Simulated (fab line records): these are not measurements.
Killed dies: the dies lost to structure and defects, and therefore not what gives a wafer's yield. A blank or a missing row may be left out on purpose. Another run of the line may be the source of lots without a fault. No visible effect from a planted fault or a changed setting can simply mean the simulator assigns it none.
fab line records    flow sky130
record lots=4  wafers=12  lastDay=50
route steps=708 shown GATE_OXIDE@192 POLY_GATE@204 RES_PROTECT@206 PAD_OPEN@708
lots that met no fault: taken from a fault-free run of the same line
startH: the number of hours between the record's first day and the start of the first shown wafer of the lot    waitH: time in hours since the lot's previous step    " the same as in the row above    L1.1+2: a single row standing in for several wafers    - either no value or no given start    * or withheld: withheld    < > ~ a bound
route shown NAME@n: NAME is a module with steps in the file, n the number in the route of the first one    usual: mean and standard deviation over wafers with no fault    same: alike in all rows    chamber/n: place in a boat    sites: readings site by site    _std_site: standard deviation across them    _edge_site: outer sites' mean less inner sites'    radiusMm: for every site, how far away it sits from the centre of the wafer    mask NAME#n: copy n    behind: the tool/chamber that last shaped the wafer    hold: what put the lot on hold/how long, in hours/how the hold closed    device: whichever transistor did not switch (one of n, p or np)    end of line: tests of these same wafers at the route's end    a step given without rows: its recipe and nothing more    killed: the dies lost at the first sort to structure and to defects; this is not the yield of the wafer    map: a wafer's dies, x killed, . not, _ none there
set.NAME: setting as actually run; set.NAME@STEP: the setting as run at that earlier step    model.NAME: the simulator's own value behind a step, which no gauge read
certain route steps with their lots: each step a table, each wafer a row
services: when a tool's chamber went out of use (startH, in hours from the record's first day, below 0 if earlier), for how many hours, and the reason
## steps
# step SKY_GATE_OXIDE_COAT_05
# recipe resist=NOVOLAK  spinRpm=3000  resistThkNm=1140
# step SKY_GATE_OXIDE_SOFTBAKE_06
# recipe tempC=90  timeS=60  resist=NOVOLAK
# step SKY_GATE_OXIDE_EXPOSE_07
# recipe maskId=LVOM  na=0.6  sourceShape=conventional  sigmaOuter=0.6  polarization=unpolarized  targetCdNm=600  doseMj=170
# step SKY_GATE_OXIDE_PEB_08
# recipe tempC=withheld  timeS=*  resist=NOVOLAK
# step SKY_GATE_OXIDE_DEVELOP_09
# recipe resist=NOVOLAK  developer=TMAH  developTimeS=60  devTempC=23
# step SKY_GATE_OXIDE_IMPLANT_11
# recipe species=B  energyKev=10  doseCm2=2.6e+12  tiltDeg=withheld
# step SKY_GATE_OXIDE_WET_ETCH_12
# recipe chemistry=dHF  targetDepthNm=16.8  dry=n2Spin  target=SiO2  dilution=100:1  tempC=25  timeS=336
# step SKY_GATE_OXIDE_STRIP_13
# recipe chemistry=O2/N2  powerW=1400  pressureMtorr=1500  platenTempC=withheld  o2FlowSccm=3000  n2FlowSccm=300  overashFraction=0.5
# step SKY_GATE_OXIDE_CLEAN_15
# recipe chemistry=SC1/SC2  mix=1:4:20  tempC=70  timeS=150  dry=n2Spin
# step SKY_GATE_OXIDE_OXIDATION_16
# recipe tempC=800  ambient=O2  idleTempC=700  rampUpCPerMin=10  rampDownCPerMin=3  stabiliseS=600  purgeS=300  targetThkA=35.7  oxTimeS=1915
# step SKY_POLY_GATE_CVD_00
# recipe material=poly-Si  targetThkNm=180  tempC=620  timeS=720  pressureMtorr=200
# usual spikeTcBottomC=639.9/2.8  spikeTcCentreC=620.2/1.2  spikeTcLowerC=619.3/1.4  spikeTcTopC=636/4.5  spikeTcUpperC=620.5/1.3  susceptorTempC=620.02/0.27  zonePowerCentrePct=9.62/0.23  zonePowerUpperPct=8.78/0.085
lot.wafer  tool      chamber  startH  waitH  spikeTcBottomC  spikeTcCentreC  spikeTcLowerC  spikeTcTopC  spikeTcUpperC  susceptorTempC  zonePowerCentrePct  zonePowerUpperPct  model.poly-Si_of_POLY_GATE_CVD_00.thkNm
L652.2     lpcvd-01  1        350.35  0.0    612.2           595.3           593.2          607          593.5          593.09          8.68                8.10               91.77
L652.3     "         1        "       "      610.9           594.7           593.0          608          596.2          593.38          8.78                7.93               90.29
L652.4     "         1        "       "      609.9           595.7           593.8          605          593.9          593.14          8.92                8.07               93.39
L653.4     lpcvd-01  0        351.55  0.7    617.1           593.5           591.7          614          594.1          594.45          9.12                8.13               94.24
L653.5     "         0        "       "      616.6           592.7           592.9          615          591.7          593.49          9.23                8.29               92.61
L653.6     "         0        "       "      616.0           593.0           590.9          613          593.1          593.95          9.06                8.02               94.55
L664.1     lpcvd-01  1        457.75  0.0    638.3           620.6           620.4          631          620.2          619.90          9.42                8.83               179.7
L664.2     "         1        "       "      637.3           621.5           619.0          634          620.2          619.83          9.33                8.76               179.9
L664.4     "         1        "       "      636.1           621.5           619.6          632          619.8          620.05          9.51                8.75               180.1
L670.3     lpcvd-01  1        505.52  4.2    637.9           619.8           621.1          634          620.8          619.43          9.46                8.74               180.4
L670.4     "         1        "       "      637.8           621.9           618.7          632          620.3          619.79          9.44                8.62               180.3
L670.6     "         1        "       "      635.7           619.0           618.9          633          620.9          619.96          9.41                8.88               179.8
# step SKY_POLY_GATE_THK_MEAS_01
# recipe reads=poly-Si_of_POLY_GATE_CVD_00
# usual POLY_GATE_CVD_00_THK=180.9/1.9
lot.wafer  tool          chamber  startH  waitH  POLY_GATE_CVD_00_THK[nm]
L652.2     filmMetro-03  -        351.56  0.0    91.8
L652.3     "             -        "       "      90.3
L652.4     "             -        "       "      93.4
L653.4     filmMetro-02  -        352.78  0.0    94.2
L653.5     "             -        "       "      92.6
L653.6     "             -        "       "      94.5
L664.1     filmMetro-02  -        458.95  0.0    179.6
L664.2     "             -        "       "      179.8
L664.4     "             -        "       "      180.2
L670.3     filmMetro-02  -        506.77  0.0    180.4
L670.4     "             -        "       "      180.4
L670.6     "             -        "       "      179.8
# step SKY_RES_PROTECT_DEHYDRATE_00
# recipe tempC=200  timeS=60
# step SKY_RES_PROTECT_HMDS_01
# recipe primeTimeS=60  primeTempC=120
# step SKY_RES_PROTECT_COAT_02
# recipe resist=NOVOLAK  spinRpm=3000  resistThkNm=1140
# step SKY_RES_PROTECT_SOFTBAKE_03
# recipe tempC=90  timeS=60  resist=NOVOLAK
# step SKY_RES_PROTECT_EXPOSE_04
# recipe maskId=RPM  na=0.6  sourceShape=conventional  sigmaOuter=0.6  polarization=unpolarized  targetCdNm=1270  doseMj=131
# step SKY_RES_PROTECT_PEB_05
# recipe tempC=withheld  timeS=*  resist=NOVOLAK
# step SKY_RES_PROTECT_DEVELOP_06
# recipe resist=NOVOLAK  developer=TMAH  developTimeS=60  devTempC=23
# step SKY_POLY_GATE_IMPLANT_02
# recipe species=P  energyKev=30  doseCm2=7.7e+15  tiltDeg=0
# step SKY_RES_PROTECT_STRIP_07
# recipe chemistry=O2/N2  powerW=1400  pressureMtorr=1500  platenTempC=withheld  o2FlowSccm=3000  n2FlowSccm=300  overashFraction=0.5
# step SKY_RES_PROTECT_CLEAN_09
# recipe chemistry=SC1/SC2  mix=1:4:20  tempC=70  timeS=150  dry=n2Spin
# usual bathHeatDutyPct=13.8/1.7
lot.wafer  tool         chamber  startH  waitH  bathHeatDutyPct  model.poly-Si_of_POLY_GATE_CVD_00.thkNm
L652.2     wetBench-04  3        380.05  0.0    17.1             91.14
L652.3     "            3        "       "      16.8             89.66
L652.4     "            3        "       "      18.1             92.76
L653.4     wetBench-04  2        380.83  0.0    13.1             93.61
L653.5     "            2        "       "      11.6             91.98
L653.6     "            2        "       "      12.2             93.92
L664.1     wetBench-03  0        489.52  0.1    11.9             179.1
L664.2     "            0        "       "      11.4             179.3
L664.4     "            0        "       "      11.9             179.5
L670.3     wetBench-02  0        536.55  0.0    13.4             179.7
L670.4     "            0        "       "      14.9             179.7
L670.6     "            0        "       "      13.7             179.2
# step SKY_POLY_GATE_CVD_03
# recipe material=Si3N4  precursor=DCS/NH3  targetThkNm=75  tempC=770  timeS=1290  pressureMtorr=250
# step SKY_POLY_GATE_DEHYDRATE_05
# recipe tempC=200  timeS=60
# step SKY_POLY_GATE_HMDS_06
# recipe primeTimeS=60  primeTempC=120
# step SKY_POLY_GATE_COAT_07
# recipe resist=BARC  tempC=withheld  timeS=withheld  spinRpm=3000  resistThkNm=110
# step SKY_POLY_GATE_COAT_08
# recipe resist=KrF-thick  spinRpm=3000  resistThkNm=450
# step SKY_POLY_GATE_SOFTBAKE_09
# recipe tempC=100  timeS=90  resist=KrF-thick
# step SKY_POLY_GATE_EXPOSE_10
# recipe maskId=P1M  na=0.68  sourceShape=conventional  sigmaOuter=0.6  targetCdNm=150  doseMj=28
# step SKY_POLY_GATE_PEB_11
# recipe pebTempC=withheld  pebTimeS=withheld  resist=KrF-thick
# step SKY_POLY_GATE_DEVELOP_12
# recipe developTimeS=60  resist=KrF-thick  devTempC=21
# step SKY_POLY_GATE_ETCH_15
# recipe chemistry=N2/H2  target=BARC  ionEnergyEv=200  sourceW=500  biasW=100  pressureMtorr=30  n2FlowSccm=100  h2FlowSccm=200  stopOn=SiO2  timeS=118.5  targetDepthA=1100
# step SKY_POLY_GATE_ETCH_16
# recipe stopOn=poly-Si  chemistry=CH3F/O2  target=Si3N4  sourceW=400  biasW=80  pressureMtorr=25  ch3fFlowSccm=40  O2_flow_sccm=30  timeS=147.5  targetDepthA=750
# step SKY_POLY_GATE_ETCH_17
# recipe targetDepthNm=180  stopOn=SiO2  overEtchFrac=0.56667  chemistry=HBr/Cl2  target=poly-Si  icpW=400  biasW=100  pressureMtorr=10  HBr_flow_sccm=150  Cl2_flow_sccm=50  timeS=70.5
# usual biasW=100.0/0.3  drypumpMotorCurrentA=5.9/0.54  heBacksideLeakSccm=2.78/0.18  oesProductAu=0.990/0.0074  throttleValvePct=33.685/0.0091
lot.wafer  tool      chamber  startH  waitH  biasW  drypumpMotorCurrentA  heBacksideLeakSccm  oesProductAu  rfHoursCounterH  throttleValvePct  model.POLY_GATE.featureDepthNm  model.etch.depthNm
L652.2     rieSi-01  2        410.75  0.0    99.7   6.3                   2.30                0.644         3                33.680            91.14                           91.14
L652.3     "         3        "       "      99.8   6.0                   2.84                0.636         2                33.677            89.66                           89.66
L652.4     "         3        "       "      99.8   6.0                   2.93                0.649         -                33.683            92.76                           92.76
L653.4     rieSi-02  1        412.38  0.0    100.1  6.4                   2.68                0.647         -                33.697            93.61                           93.61
L653.5     "         0        "       "      100.3  5.3                   2.71                0.643         -                33.699            91.98                           91.98
L653.6     "         3        "       "      99.3   6.8                   2.98                0.658         -                33.690            93.92                           93.92
L664.1     rieSi-02  0        521.28  0.0    100.0  5.2                   2.60                0.983         43               33.681            179.1                           179.1
L664.2     "         2        "       "      100.4  5.8                   2.66                0.991         0                33.691            179.3                           179.3
L664.4     "         1        "       "      99.7   6.4                   2.81                0.987         4                33.667            179.5                           179.5
L670.3     rieSi-02  1        569.70  0.0    100.1  6.3                   3.06                0.992         4                33.682            179.7                           179.7
L670.4     "         3        "       "      100.5  6.8                   2.81                0.988         0                33.684            179.7                           179.7
L670.6     "         2        "       "      99.8   5.8                   2.63                0.994         -                33.694            179.2                           179.2
# step SKY_POLY_GATE_STRIP_18
# recipe chemistry=O2/N2  powerW=1400  pressureMtorr=1500  platenTempC=withheld  o2FlowSccm=3000  n2FlowSccm=300  overashFraction=0.5
# step SKY_PAD_OPEN_PROBE_99
# usual killed_at_M0_to_M3=43/6.6  killed_at_M4_up=3.1/1.9  killedAtContacts=24/5.2  killedAtFrontEnd=16/4.5  killedAtOther=0.4/0.62  killedDies=87/9  killedOpen=48/7  killedShort=39/6.2
# same grossDies=492  killedAtBackSide=0
lot.wafer  tool       chamber  startH   waitH  killed_at_M0_to_M3  killed_at_M4_up  killedAtContacts  killedAtFrontEnd  killedAtOther  killedDies  killedOpen  killedShort
L653.4     prober-01  -        1118.96  0.2    43                  4                28                27                0              102         62          40
L653.5     prober-01  -        1119.01  0.2    44                  1                22                17                0              84          41          43
L653.6     prober-01  -        1119.06  0.2    50                  3                24                22                0              99          50          49
L670.3     prober-02  -        1209.46  0.2    43                  5                31                12                1              92          49          43
L670.4     prober-02  -        1209.51  0.2    50                  4                18                26                2              100         51          49
L670.6     prober-02  -        1209.61  0.2    50                  4                18                14                0              86          49          37
# killed by level:class
L653.4 CONTACT:geometricParticle:open=14 POLY_GATE:geometricParticle:open=11 VIA1:geometricParticle:open=10 POLY_GATE:geometricParticle:short=8 VIA1:geometricParticle:short=8 LI_CONTACT:geometricParticle:open=6 VIA2:geometricParticle:open=5 FIELD_ISO:geometricParticle:open=4
L653.5 VIA1:geometricParticle:open=9 VIA2:geometricParticle:open=9 LI_CONTACT:geometricParticle:open=7 FIELD_ISO:geometricParticle:open=5 POLY_GATE:geometricParticle:short=5 LI_CONTACT:geometricParticle:short=5 VIA3:geometricParticle:short=5 VIA1:geometricParticle:short=4
L653.6 METAL1:geometricParticle:short=12 VIA1:geometricParticle:open=10 LI_CONTACT:geometricParticle:open=8 FIELD_ISO:geometricParticle:open=7 CONTACT:geometricParticle:open=7 VIA2:geometricParticle:open=7 POLY_GATE:geometricParticle:short=6 FIELD_ISO:geometricParticle:short=4
L670.3 VIA1:geometricParticle:open=10 CONTACT:geometricParticle:open=9 LI_CONTACT:geometricParticle:open=8 VIA3:geometricParticle:open=7 METAL1:geometricParticle:short=6 LOCAL_INTERCONNECT:geometricParticle:short=5 CONTACT:geometricParticle:short=5 POLY_GATE:geometricParticle:open=4
L670.4 VIA1:geometricParticle:open=10 FIELD_ISO:geometricParticle:open=8 LI_CONTACT:geometricParticle:open=8 VIA3:geometricParticle:short=7 FIELD_ISO:geometricParticle:short=6 CONTACT:geometricParticle:open=6 METAL1:geometricParticle:short=6 VIA1:geometricParticle:short=6
L670.6 VIA1:geometricParticle:open=11 LI_CONTACT:geometricParticle:open=7 VIA2:geometricParticle:open=7 POLY_GATE:geometricParticle:open=6 CONTACT:geometricParticle:open=6 METAL1:geometricParticle:short=6 VIA2:geometricParticle:short=6 VIA3:geometricParticle:short=4
## services
tool         chamber  startH  hours  kind
rieSi-02     3        341.99  3.8    repair
wetBench-03  -        344.77  4.1    repair
rieSi-01     -        353.89  0.5    repair
wetBench-04  -        357.35  1.3    repair
rieSi-01     3        359.39  3.1    repair
wetBench-02  -        379.01  3.3    repair
rieSi-01     0        392.18  3.6    repair
wetBench-02  -        395.66  1.9    pm
rieSi-01     0        396.13  -      clean
rieSi-01     1        396.57  34.6   repair
rieSi-02     2        407.18  -      clean
rieSi-02     2        407.18  30.9   scheduledDown
rieSi-02     2        407.18  30.9   ventCycle
rieSi-01     0        420.20  12.4   repair
wetBench-03  -        451.88  2.5    repair
rieSi-02     3        465.11  -      clean
rieSi-02     3        465.11  18.9   scheduledDown
rieSi-02     3        465.11  18.9   ventCycle
lpcvd-01     -        477.42  28.1   pm
rieSi-01     -        512.50  1.0    repair
rieSi-01     2        520.69  1.0    repair
rieSi-02     0        553.13  -      clean
rieSi-02     0        553.13  14.2   scheduledDown
rieSi-02     0        553.13  14.2   ventCycle
## key
firstSign step=SKY_POLY_GATE_CVD_00  reading=susceptorTempC  direction=down  sigmas=97  usual=*  struck=*
effect step=SKY_POLY_GATE_CVD_00  reading=spikeTcCentreC  direction=down  sigmas=22  usual=620.2  struck=594.2
effect step=SKY_POLY_GATE_THK_MEAS_01  reading=POLY_GATE_CVD_00_THK  direction=down  sigmas=47  usual=180.9  struck=92.8
effect step=SKY_POLY_GATE_ETCH_17  reading=oesProductAu  direction=down  sigmas=46  usual=0.990  struck=0.646
modelEffect step=SKY_POLY_GATE_CVD_00  value=poly-Si_of_POLY_GATE_CVD_00.thkNm  without=178  struck=92.81
modelEffect step=SKY_RES_PROTECT_CLEAN_09  value=poly-Si_of_POLY_GATE_CVD_00.thkNm  without=177.3  struck=92.18
modelEffect step=SKY_POLY_GATE_ETCH_17  value=POLY_GATE.featureDepthNm  without=177.3  struck=92.18
metAt SKY_POLY_GATE_CVD_00
struckWafers L652.2,L652.3,L652.4,L653.4,L653.5,L653.6
testerLeftOut L652,L653
fault kind=processParameterDrift  tool=lpcvd-01  chamber=-  onsetH=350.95  steps=SKY_POLY_GATE_CVD_00  channel=tempC  offset=*  shape=step  endH=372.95  stated=*
# testerLeftOut: of these lots the tester's yield and bins aren't shown, on N5 and GAA mostly nor the transistor test; their killed dies are dies lost to structure and defects alone, not to doping, threshold or leakage, so they don't give the yield
